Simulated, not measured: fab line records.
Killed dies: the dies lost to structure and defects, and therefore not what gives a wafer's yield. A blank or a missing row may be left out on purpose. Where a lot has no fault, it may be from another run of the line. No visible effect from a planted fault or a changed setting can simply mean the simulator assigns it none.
The tool behind it: which one?    flow sky130    38 wafers from 13 lots sampled at 2 of the route's 708 steps

WHAT EACH GAUGE READ, for each wafer
SKY_SD_N_CD_MEAS_07 targets a cd of 380 nm. Usual: cdNm reads 380.1 nm (standard deviation 2).
lot   measured      on        cdNm (nm)          flag
L196  day 29 04:17  cdSem-02  381.5 382.8 380.8  
L197  day 29 04:51  cdSem-02  380.9 376.8 378.1  
L199  day 30 07:05  cdSem-02  377.5 377.1 379.5  
L198  day 30 07:22  cdSem-01  379.1 378.7 378.9  
L201  day 30 10:21  cdSem-01  383.0 382.8 381.4  
L203  day 31 12:29  cdSem-02  384.4 382.8        
L205  day 31 21:41  cdSem-02  378.6 381.3 383.3  
L211  day 33 08:05  cdSem-02  383.7 384.0 385.6  
L212  day 33 13:37  cdSem-02  382.0 381.0 376.9  
L214  day 34 02:45  cdSem-02  381.6 380.0 379.8  
L216  day 34 13:34  cdSem-01  376.0 378.9 376.8  
L217  day 35 01:42  cdSem-01  377.5 379.1 377.6  
L219  day 35 09:30  cdSem-02  381.8 380.0 381.9  

EACH LOT AND THE TOOL THAT RAN IT (in order: tool; ch and the chambers of the sampled wafers; start)
lot   SKY_RES_XHIGH_STRIP_08
L196  plasmaAsher-04 ch 1, day 28 03:18
L197  plasmaAsher-03 ch 0,1, day 28 04:32
L199  plasmaAsher-04 ch 0,1, day 29 02:03
L198  plasmaAsher-03 ch 0,1, day 29 03:02
L201  plasmaAsher-02 ch 0,1, day 29 05:54
L203  plasmaAsher-04 ch 0,1, day 30 09:15
L205  plasmaAsher-04 ch 0,1, day 30 19:20
L211  plasmaAsher-04 ch 0,1, day 32 05:38
L212  plasmaAsher-03 ch 0,1, day 32 11:12
L214  plasmaAsher-03 ch 0,1, day 33 01:45
L216  plasmaAsher-04 ch 0,1, day 33 11:03
L217  plasmaAsher-03 ch 0, day 33 23:00
L219  plasmaAsher-03 ch 0,1, day 34 07:15
- SKY_RES_XHIGH_STRIP_08: strips in O2/N2.

AS READ BY THE TOOLS THEMSELVES (means over the sampled wafers that have a number; for cases with no such wafer, the mark the record gives instead)
SKY_RES_XHIGH_STRIP_08. Usual: drypumpMotorCurrentA 5.7 A, standard deviation 0.41; oesProductAu 0.711 a.u., standard deviation 0.0046; stripTimeToEndpointS 14.28 s, standard deviation 0.042.
lot   tool            drypumpMotorCurrentA (A)  oesProductAu (a.u.)  stripTimeToEndpointS (s)  flag
L196  plasmaAsher-04  6.0                       0.714                14.26                     
L197  plasmaAsher-03  6.0                       0.710                14.27                     
L199  plasmaAsher-04  5.7                       0.711                14.21                     
L198  plasmaAsher-03  6.0                       0.713                14.28                     
L201  plasmaAsher-02  5.5                       0.709                14.27                     
L203  plasmaAsher-04  5.6                       0.716                14.21                     
L205  plasmaAsher-04  5.5                       0.711                14.27                     
L211  plasmaAsher-04  5.5                       0.711                14.38                     
L212  plasmaAsher-03  5.9                       0.712                14.24                     
L214  plasmaAsher-03  5.8                       0.710                14.31                     
L216  plasmaAsher-04  5.5                       0.715                14.26                     
L217  plasmaAsher-03  6.1                       0.714                14.25                     
L219  plasmaAsher-03  6.0                       0.710                14.25                     

THE ANSWER, worked out from the rows above alone
Rule: a lot counts as off when the mean over its wafers that have a number is more than 3 standard deviations away from the usual mean. A lot without any number at a reading at which 4 lots or more have one is off too. The other lots that the step has rows for count as sound. After the gauges, taken in route order, come the tools' own readings; for these a lot's mean is taken, as printed above. At the first step where some lot is off, the reading lying furthest off is the one used; lots without a number count as furthest.
None of the lots is off at any reading shown; this tells nothing.

WHAT WAS PUT IN BY THE SIMULATOR
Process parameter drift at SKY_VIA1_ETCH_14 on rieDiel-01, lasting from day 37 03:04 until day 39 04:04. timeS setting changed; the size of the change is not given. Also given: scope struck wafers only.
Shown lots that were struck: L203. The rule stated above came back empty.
